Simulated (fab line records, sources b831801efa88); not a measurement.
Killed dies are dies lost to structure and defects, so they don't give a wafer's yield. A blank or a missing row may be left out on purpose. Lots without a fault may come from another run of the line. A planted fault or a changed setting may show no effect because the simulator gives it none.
A struck lot beside a sound one | flow sky130 | 43 steps out of a route of 708
Sound: wafers L667.1, L667.3, L667.5. Struck: wafers L677.2, L677.5, L677.6. The cause comes at the end.
At each step with rows: each side's tool, then ch and its chambers, then its first start. Under that, the readings that differ: sound wafers | struck wafers | difference of the means | sigmas: that difference in standard deviations of wafers without a fault.
alike: readings whose means differ by less than 2 such deviations, and words and numbers that are the same on both sides. not compared: withheld readings, readings that some wafer has no value for, bounds like >300 that may hide the same value, and numbers for which the record gives no deviation and whose values overlap.
The two part at a step that has a row with sigmas, a row that says differs or no value, or rows on one side only. Numbers that don't overlap but have no deviation are shown without sigmas and don't part them. A reading that every wafer of one side lacks parts them only if that side has two wafers or more.

first, 4 steps without rows for these wafers: SKY_LOCAL_INTERCONNECT_SOFTBAKE_07 (time 90 s); SKY_LOCAL_INTERCONNECT_EXPOSE_08 (exposes mask LI1M, target cd 170 nm); SKY_LOCAL_INTERCONNECT_PEB_09; SKY_LOCAL_INTERCONNECT_DEVELOP_10 (develop time 60 s).
SKY_LOCAL_INTERCONNECT_CD_MEAS_11: target cd 170 nm.
  sound on cd_sem-01, day 34 12:16; struck on cd_sem-01, day 36 16:08
  alike: cd_nm
SKY_LOCAL_INTERCONNECT_OVL_MEAS_12:
  sound on overlay-02, day 34 12:23; struck on overlay-01, day 36 16:14
  alike: LOCAL_INTERCONNECT_OVL
SKY_LOCAL_INTERCONNECT_ETCH_13: etches BARC in N2/H2, stops on SiO2, time 45.9 s, target depth 60 nm.
  sound on rie_metal-02 ch 0,1, day 34 12:25; struck on rie_metal-02 ch 0,1, day 36 16:16
  alike: drypump_motor_current_A, oes_product_au, throttle_valve_pct
  not compared: rf_hours_counter_h
then, 5 steps without rows for these wafers: SKY_LOCAL_INTERCONNECT_METAL_ETCH_14 (etches TiN in Cl2/BCl3, stops on PSG, target depth 110 nm, time 31.4 s); SKY_LOCAL_INTERCONNECT_STRIP_15 (strips in O2/N2); SKY_LOCAL_INTERCONNECT_STRIP_16 (strips in post etch residue remover, time 1200 s); SKY_LOCAL_INTERCONNECT_CLEAN_17 (cleans in IPA, time 180 s); SKY_LOCAL_INTERCONNECT_CLEAN_18 (cleans in O3/DIW).
SKY_CONTACT_CVD_00: deposits Si3N4, target thk 75 nm.
  sound on pecvd-02 ch 0,1, day 34 13:13; struck on pecvd-02 ch 0,1, day 36 17:01
  alike: heater_power_w
SKY_CONTACT_THK_MEAS_01:
  sound on film_metro-02, day 34 13:16; struck on film_metro-04, day 36 17:04
  alike: CONTACT_CVD_00_THK
then, 1 step without rows for these wafers: SKY_CONTACT_HDPCVD_02 (deposits SiO2, target thk 565 nm, time 94.2 s).
SKY_CONTACT_THK_MEAS_03:
  sound on film_metro-04, day 34 13:23; struck on film_metro-03, day 36 17:12
  alike: CONTACT_HDPCVD_THK
SKY_CONTACT_CMP_04: polishes SiO2.
  sound on cmp-01 ch 1,2,3, day 34 13:33; struck on cmp-01 ch 0,1,2, day 36 17:21
  alike: head_pressure_psi, motor_current_A, time_to_endpoint_s
SKY_CONTACT_BOW_MEAS_05:
  sound on film_metro-04, day 34 13:45; struck on film_metro-04, day 36 17:34
  alike: CONTACT_BOW
then, 8 steps without rows for these wafers: SKY_CONTACT_DEHYDRATE_06 (time 60 s); SKY_CONTACT_HMDS_07 (prime time 60 s); SKY_CONTACT_COAT_08 (resist thk 60 nm); SKY_CONTACT_COAT_09 (resist thk 450 nm); SKY_CONTACT_SOFTBAKE_10 (time 90 s); SKY_CONTACT_EXPOSE_11 (exposes mask CTM1, target cd 170 nm); SKY_CONTACT_PEB_12; SKY_CONTACT_DEVELOP_13 (develop time 60 s).
SKY_CONTACT_CD_MEAS_14: target cd 170 nm.
  sound on cd_sem-01, day 35 15:54; struck on cd_sem-01, day 37 19:17
  reading    | sound             | struck            | difference | sigmas
  cd_nm (nm) | 166.7 167.5 169.2 | 171.6 172.6 171.6 | +4.1       | +3
SKY_CONTACT_OVL_MEAS_15:
  sound on overlay-01, day 35 16:01; struck on overlay-02, day 37 19:23
  alike: CONTACT_OVL
then, 1 step without rows for these wafers: SKY_CONTACT_ETCH_16 (etches BARC in N2/H2, stops on SiO2, time 45.9 s, target depth 60 nm).
SKY_CONTACT_ETCH_17: etches SiO2 in C4F8/O2/Ar, stops on Si3N4, target depth 340 nm.
  sound on rie_diel-03 ch 0,1,2, day 35 16:06; struck on rie_diel-03 ch 0,1,3, day 37 19:28
  alike: oes_product_au
SKY_CONTACT_ETCH_18: etches Si3N4 in CHF3/O2, stops on TiN, time 39 s, target depth 75 nm.
  sound on rie_diel-03 ch 0,1,2; struck on rie_diel-03 ch 0,1,3
  alike: O2_flow_sccm, chf3_flow_sccm, drypump_motor_current_A, oes_product_au, throttle_valve_pct
  not compared: rf_hours_counter_h
then, 5 steps without rows for these wafers: SKY_CONTACT_STRIP_19 (strips in O2/N2); SKY_CONTACT_STRIP_20 (strips in post etch residue remover, time 1200 s); SKY_CONTACT_CLEAN_21 (cleans in IPA, time 180 s); SKY_CONTACT_CLEAN_22 (cleans in O3/DIW); SKY_CONTACT_SPUTTER_23 (material TiN, target thk 20 nm, time 80 s).
SKY_CONTACT_CVD_24: deposits W, target thk 340 nm, time 102.12 s.
  sound on cvd_w-01 ch 0,1, day 35 16:52; struck on cvd_w-02 ch 0,1, day 37 20:13
  alike: chamber_pressure_Torr, heater_power_w
SKY_CONTACT_RS_MEAS_25: measures by four-point-probe.
  sound on film_metro-04, day 35 16:59; struck on film_metro-04, day 37 20:21
  alike: CONTACT_W_RS
SKY_CONTACT_THK_MEAS_26: measures by xrf.
  sound on film_metro-04, day 35 17:06; struck on film_metro-04, day 37 20:28
  alike: CONTACT_W_THK
then, 3 steps without rows for these wafers: SKY_CONTACT_CMP_27 (polishes, stops on SiO2, t overpolish 15 s, target thk 0 nm); SKY_METAL1_SPUTTER_00 (material Ti, target thk 15 nm, time 10 s); SKY_METAL1_SPUTTER_01 (material TiN, target thk 20 nm, time 16.7 s).
-- the record jumps here: 12 days lie between the struck wafers' starts before and after (it left off in module METAL1 and takes up again in module PAD_OPEN, whose first step shown is number 708 of the route) --
SKY_PAD_OPEN_PROBE_99:
  sound on prober-02, day 48 17:55; struck on prober-01, day 50 07:25
  reading            | sound    | struck                                                                     | difference                   | sigmas
  hold               | - - -    | await_dispo/4.2h/release await_dispo/4.2h/release await_dispo/4.2h/release | no value on the sound wafers |
  killed_at_M0_to_M3 | 58 50 54 | 36 32 35                                                                   | -20                          | -3
  killed_at_contacts | 17 26 17 | 54 68 43                                                                   | +35                          | +6
  alike: killed_at_M4_up, killed_at_front_end, killed_at_other, killed_dies, killed_open, killed_short

WHERE THEY PART
First at SKY_CONTACT_CD_MEAS_14; last, within this record, at SKY_PAD_OPEN_PROBE_99.

WHY: what the simulator had put in
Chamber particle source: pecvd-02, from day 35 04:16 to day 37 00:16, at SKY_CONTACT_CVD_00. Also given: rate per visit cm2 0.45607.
